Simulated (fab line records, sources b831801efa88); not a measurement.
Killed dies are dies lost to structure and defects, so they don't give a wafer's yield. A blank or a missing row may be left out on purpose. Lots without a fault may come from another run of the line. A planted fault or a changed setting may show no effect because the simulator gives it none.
A struck lot beside a sound one | flow sky130 | 14 steps out of a route of 708
Sound: wafers L335.1, L335.2, L335.3. Struck: wafers L331.1, L331.2, L331.4. The cause comes at the end.
At each step with rows: each side's tool, then ch and its chambers, then its first start. Under that, the readings that differ: sound wafers | struck wafers | difference of the means | sigmas: that difference in standard deviations of wafers without a fault.
alike: readings whose means differ by less than 2 such deviations, and words and numbers that are the same on both sides. not compared: withheld readings, readings that some wafer has no value for, bounds like >300 that may hide the same value, and numbers for which the record gives no deviation and whose values overlap.
The two part at a step that has a row with sigmas, a row that says differs or no value, or rows on one side only. Numbers that don't overlap but have no deviation are shown without sigmas and don't part them. A reading that every wafer of one side lacks parts them only if that side has two wafers or more.

SKY_LI_CONTACT_CVD_21: deposits W, target thk 400 nm, time 120.56 s.
  sound on cvd_w-01 ch 0,1, day 34 18:35; struck on cvd_w-02 ch 1, day 33 00:47
  alike: heater_power_w
SKY_LI_CONTACT_RS_MEAS_22: measures by four-point-probe.
  sound on film_metro-04, day 34 18:43; struck on film_metro-04, day 33 01:03
  reading                  | sound             | struck            | difference | sigmas
  LI_CONTACT_W_RS (ohm/sq) | 0.292 0.284 0.285 | 0.275 0.274 0.275 | -0.012     | -3
SKY_LI_CONTACT_THK_MEAS_23: measures by xrf.
  sound on film_metro-04, day 34 18:50; struck on film_metro-04, day 33 01:10
  reading               | sound       | struck      | difference | sigmas
  LI_CONTACT_W_THK (nm) | 390 401 401 | 418 416 415 | +19        | +3
SKY_LI_CONTACT_CMP_24: polishes, stops on PSG, t overpolish 20 s, target thk 0 nm.
  sound on cmp-02 ch 0,1,2, day 34 18:54; struck on cmp-02 ch 0,1,3, day 33 01:14
  alike: motor_current_A, overpolish_run_s, time_to_endpoint_s
SKY_LOCAL_INTERCONNECT_SPUTTER_00: material TiN, target thk 100 nm, time 83.3 s.
  sound on pvd_sputter-02, day 34 19:12; struck on pvd_sputter-04, day 33 01:32
  alike: cathode_dc_power_W, throttle_valve_pct
SKY_LOCAL_INTERCONNECT_RS_MEAS_01: measures by four-point-probe.
  sound on film_metro-01, day 34 19:16; struck on film_metro-01, day 33 01:35
  alike: LOCAL_INTERCONNECT_TIN_RS
SKY_LOCAL_INTERCONNECT_THK_MEAS_02: measures by xrf.
  sound on film_metro-01, day 34 19:23; struck on film_metro-01, day 33 01:43
  alike: LOCAL_INTERCONNECT_TIN_THK
then, 5 steps without rows for these wafers: SKY_LOCAL_INTERCONNECT_DEHYDRATE_03 (time 60 s); SKY_LOCAL_INTERCONNECT_HMDS_04 (prime time 60 s); SKY_LOCAL_INTERCONNECT_COAT_05 (resist thk 60 nm); SKY_LOCAL_INTERCONNECT_COAT_06 (resist thk 450 nm); SKY_LOCAL_INTERCONNECT_SOFTBAKE_07 (time 90 s).
SKY_LOCAL_INTERCONNECT_EXPOSE_08: exposes mask LI1M, target cd 170 nm.
  sound on krf_scanner-02 ch 0, day 35 08:51; struck on krf_scanner-01, day 33 14:41
  no value came back on the struck wafers for exposure_dose_mJ_cm2, focus_offset_nm (nm), na; on the sound wafers exposure_dose_mJ_cm2 reads 28.43 28.38 28.42
  alike: mask
then, 1 step without rows for these wafers: SKY_LOCAL_INTERCONNECT_PEB_09.

WHERE THEY PART
First at SKY_LI_CONTACT_RS_MEAS_22; last, within this record, at SKY_LOCAL_INTERCONNECT_EXPOSE_08.

WHY: what the simulator had put in
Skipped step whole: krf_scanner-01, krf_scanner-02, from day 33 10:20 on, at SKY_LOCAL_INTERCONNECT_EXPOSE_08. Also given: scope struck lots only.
